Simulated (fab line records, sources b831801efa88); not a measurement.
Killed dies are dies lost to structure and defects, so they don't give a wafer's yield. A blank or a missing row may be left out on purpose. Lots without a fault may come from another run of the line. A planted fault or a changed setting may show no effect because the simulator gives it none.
A struck lot beside a sound one | flow sky130 | 15 steps out of a route of 708
Sound: wafers L205.1, L205.5, L205.6. Struck: wafers L197.2, L197.3, L197.6. The cause comes at the end.
At each step with rows: each side's tool, then ch and its chambers, then its first start. Under that, the readings that differ: sound wafers | struck wafers | difference of the means | sigmas: that difference in standard deviations of wafers without a fault.
alike: readings whose means differ by less than 2 such deviations, and words and numbers that are the same on both sides. not compared: withheld readings, readings that some wafer has no value for, bounds like >300 that may hide the same value, and numbers for which the record gives no deviation and whose values overlap.
The two part at a step that has a row with sigmas, a row that says differs or no value, or rows on one side only. Numbers that don't overlap but have no deviation are shown without sigmas and don't part them. A reading that every wafer of one side lacks parts them only if that side has two wafers or more.

first, 8 steps without rows for these wafers: SKY_CONTACT_DEHYDRATE_06 (time 60 s); SKY_CONTACT_HMDS_07 (prime time 60 s); SKY_CONTACT_COAT_08 (resist thk 60 nm); SKY_CONTACT_COAT_09 (resist thk 450 nm); SKY_CONTACT_SOFTBAKE_10 (time 90 s); SKY_CONTACT_EXPOSE_11 (exposes mask CTM1, target cd 170 nm); SKY_CONTACT_PEB_12; SKY_CONTACT_DEVELOP_13 (develop time 60 s).
SKY_CONTACT_CD_MEAS_14: target cd 170 nm.
  sound on cd_sem-02, day 37 09:29; struck on cd_sem-02, day 35 02:24
  alike: cd_nm
SKY_CONTACT_OVL_MEAS_15:
  sound on overlay-01, day 37 09:37; struck on overlay-02, day 35 02:31
  alike: CONTACT_OVL
SKY_CONTACT_ETCH_16: etches BARC in N2/H2, stops on SiO2, time 45.9 s, target depth 60 nm.
  sound on rie_diel-04 ch 2,3, day 37 09:39; struck on rie_diel-03 ch 0,2,3, day 35 02:32
  alike: bias_w, drypump_motor_current_A, oes_product_au, rf_fwd_power_W, throttle_valve_pct
  not compared: rf_hours_counter_h
SKY_CONTACT_ETCH_17: etches SiO2 in C4F8/O2/Ar, stops on Si3N4, target depth 340 nm.
  sound on rie_diel-04 ch 2,3, day 37 09:41; struck on rie_diel-03 ch 0,2,3, day 35 02:35
  alike: bias_w, oes_product_au, rf_fwd_power_W
SKY_CONTACT_ETCH_18: etches Si3N4 in CHF3/O2, stops on TiN, time 39 s, target depth 75 nm.
  sound on rie_diel-04 ch 2,3, day 37 09:00; struck on rie_diel-03 ch 0,2,3, day 35 02:00
  reading    | sound             | struck            | difference | sigmas
  bias_w (W) | 199.1 200.8 199.5 | 219.6 218.5 218.7 | +19.1      | +30
  alike: drypump_motor_current_A, oes_product_au, rf_fwd_power_W, throttle_valve_pct
  not compared: rf_hours_counter_h
SKY_CONTACT_STRIP_19: strips in O2/N2.
  sound on plasma_asher-03 ch 0,1, day 37 09:47; struck on plasma_asher-04 ch 0,1, day 35 02:40
  alike: drypump_motor_current_A, o2_flow_sccm, oes_product_au, strip_time_to_endpoint_s
  not compared: rf_hours_counter_h
then, 1 step without rows for these wafers: SKY_PAD_OPEN_PROBE_99.

WHERE THEY PART
Only at SKY_CONTACT_ETCH_18, within this record. Later steps at which nothing parts them and some readings are alike: SKY_CONTACT_STRIP_19.

WHY: what the simulator had put in
Process parameter drift: rie_diel-03, from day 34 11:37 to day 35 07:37, at SKY_CONTACT_ETCH_18. Setting bias_w, moved by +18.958, from 200. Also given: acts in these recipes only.
